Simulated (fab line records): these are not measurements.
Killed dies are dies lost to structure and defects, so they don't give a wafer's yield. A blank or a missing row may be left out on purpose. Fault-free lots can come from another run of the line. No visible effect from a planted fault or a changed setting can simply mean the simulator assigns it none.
Comparing a struck lot with a sound one / flow sky130 / 16 steps out of a route of 708
Sound: these wafers, L397.2, L397.4, L397.5. The struck wafers were L401.2, L401.3, L401.4. The cause is named last.
For every step that has rows: the tool of each side, followed by ch and its chambers, followed by its first start. Under that, the readings that differ: sound wafers / struck wafers / difference of the means / sigmas: that difference in standard deviations of wafers without a fault.
alike: readings whose means differ by less than 2 such deviations, and words and numbers that are the same on both sides. not compared: withheld readings, readings that some wafer has no value for, bounds like >300 that may hide the same value, and numbers for which the record gives no deviation and whose values overlap.
Wherever a step has rows on one side only, a row that says differs or no value, or a row with sigmas, the two part there. When numbers do not overlap yet have no deviation, they are printed without sigmas and do not part them. Lack of a reading on every wafer of one side parts them only where that side has two or more wafers.

SKY_VIA2_BOW_MEAS_03:
  sound: film-metro-03 at day 38 04:37; struck: film-metro-04 at day 39 17:32
  alike: VIA2_BOW
then, 8 steps without rows for these wafers: SKY_VIA2_DEHYDRATE_04 (time 60 s); SKY_VIA2_HMDS_05 (prime time 60 s); SKY_VIA2_COAT_06 (resist thk 60 nm); SKY_VIA2_COAT_07 (resist thk 450 nm); SKY_VIA2_SOFTBAKE_08 (time 90 s); SKY_VIA2_EXPOSE_09 (exposes mask VIM2, target cd 200 nm); SKY_VIA2_PEB_10; SKY_VIA2_DEVELOP_11 (develop time 60 s).
SKY_VIA2_CD_MEAS_12 targets a cd of 200 nm.
  sound: cd-sem-01 at day 39 05:49; struck: cd-sem-01 at day 40 18:29
  alike: cd-nm
SKY_VIA2_OVL_MEAS_13:
  sound: overlay-01 at day 39 05:55; struck: overlay-01 at day 40 18:35
  alike: VIA2_OVL
SKY_VIA2_ETCH_14: etches BARC in N2/H2, stops on SiO2, time 45.9 s, target depth 60 nm.
  sound on rie-diel-01 ch 1,2,3, day 39 05:57; struck on rie-diel-04 ch 1,2,3, day 40 18:37
  alike: drypump-motor-current-A, oes-product-au, rf-fwd-power-W, throttle-valve-pct
  not compared: rf-hours-counter-h
SKY_VIA2_ETCH_15: etches SiO2 in C4F8/O2/Ar, stops on TiN, target depth 546 nm, time 84 s.
  sound on rie-diel-01 ch 1,2,3, day 39 05:59; struck on rie-diel-04 ch 1,2,3, day 40 18:40
reading=rf-fwd-power-W (W); sound=1492 1488 1489; struck=1245 1249 1247; difference=-243; sigmas=-51
reading=model.KrF-thick_of_VIA2_COAT_07.thk-nm (nm); sound=284.8 283.2 287.8; struck=293.9 290 291.8; difference=+6.6; sigmas=
  alike: oes-product-au
SKY_VIA2_STRIP_16: strips in O2/N2.
  sound on plasma-asher-03 ch 0,1, day 39 06:03; struck on plasma-asher-01 ch 0,1, day 40 18:43
reading=strip-time-to-endpoint-s (s); sound=4.069 4.043 4.103; struck=4.159 4.124 4.148; difference=+0.072; sigmas=+3
  alike: drypump-motor-current-A, oes-product-au
  not compared: rf-hours-counter-h
then, 1 step without rows for these wafers: SKY_VIA2_STRIP_17 (strips in post etch residue remover, time 1200 s).
SKY_PAD_OPEN_PROBE_99:
  the record has rows for the sound wafers here (prober-01, day 48 02:41) and none for the struck ones

WHERE THEY PART
First at SKY_VIA2_ETCH_15; last, within this record, at SKY_PAD_OPEN_PROBE_99.

WHY: what had been put in by the simulator
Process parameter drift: rie-diel-04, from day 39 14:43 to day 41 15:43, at SKY_VIA2_ETCH_15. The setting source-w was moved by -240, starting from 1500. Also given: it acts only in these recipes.
